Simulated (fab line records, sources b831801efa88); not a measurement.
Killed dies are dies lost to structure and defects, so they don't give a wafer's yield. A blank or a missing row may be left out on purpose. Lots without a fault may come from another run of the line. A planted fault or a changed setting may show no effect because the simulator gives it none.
One fault seen from 2 desks | flow sky130 | each desk has only its own numbers; what lay behind them comes last

THE METROLOGY DESK
What the gauges read, lot by lot, whatever tool the lot ran on: means of the sampled wafers that have a number. A lot is out of limits, marked OUT, if its mean lies more than 4 standard deviations from the usual mean; the brackets give that distance.
Columns: A = CAP2M_CVD_00_THK at SKY_CAP2M_THK_MEAS_01, usual 15.50 nm; B = CAP2M_TIN_RS at SKY_CAP2M_RS_MEAS_03, usual 6.91 ohm/sq
lot  | first seen here | A     | B
L778 | day 38 23:52    | 15.61 | 6.96
L780 | day 39 22:20    | 15.40 | 6.87
L781 | day 40 05:50    | 15.24 | 6.94
L782 | day 41 11:27    | 15.58 | 6.93
L786 | day 42 00:19    | 15.47 | 6.90
L789 | day 42 14:11    | 15.29 | 6.93
L788 | day 42 20:31    | 15.36 | 6.84
L791 | day 43 06:26    | 15.38 | 6.80
L793 | day 45 00:26    | 15.67 | 6.98
L801 | day 46 00:38    | 15.37 | 6.82
L800 | day 46 06:08    | 15.40 | 6.92
This desk's finding: nothing out of limits on any of the 11 lots.

THE TOOL OWNER'S DESK: pvd_sputter-01
The tool's own readings at SKY_METAL4_SPUTTER_02 (material AlCu, target thk 735 nm, time 39.1 s): means of the sampled wafers that have a number, for each lot that ran on this tool. A lot is out of limits, marked OUT, if its mean lies more than 4 standard deviations from the usual mean; the brackets give that distance.
Columns: A = throttle_valve_pct at SKY_METAL4_SPUTTER_02, usual 30.0 %
lot  | first seen here | A
L781 | day 40 05:42    | 29.7
L782 | day 41 11:19    | 29.4
L786 | day 42 00:11    | 29.6
L789 | day 42 14:03    | 29.6
L791 | day 43 06:18    | 29.4
This desk's finding: nothing out of limits on any of the 5 lots.

PUT TOGETHER
The metrology desk saw nothing out of limits.
The tool owner's desk saw nothing out of limits.

WHAT THE SIMULATOR HAD PUT IN
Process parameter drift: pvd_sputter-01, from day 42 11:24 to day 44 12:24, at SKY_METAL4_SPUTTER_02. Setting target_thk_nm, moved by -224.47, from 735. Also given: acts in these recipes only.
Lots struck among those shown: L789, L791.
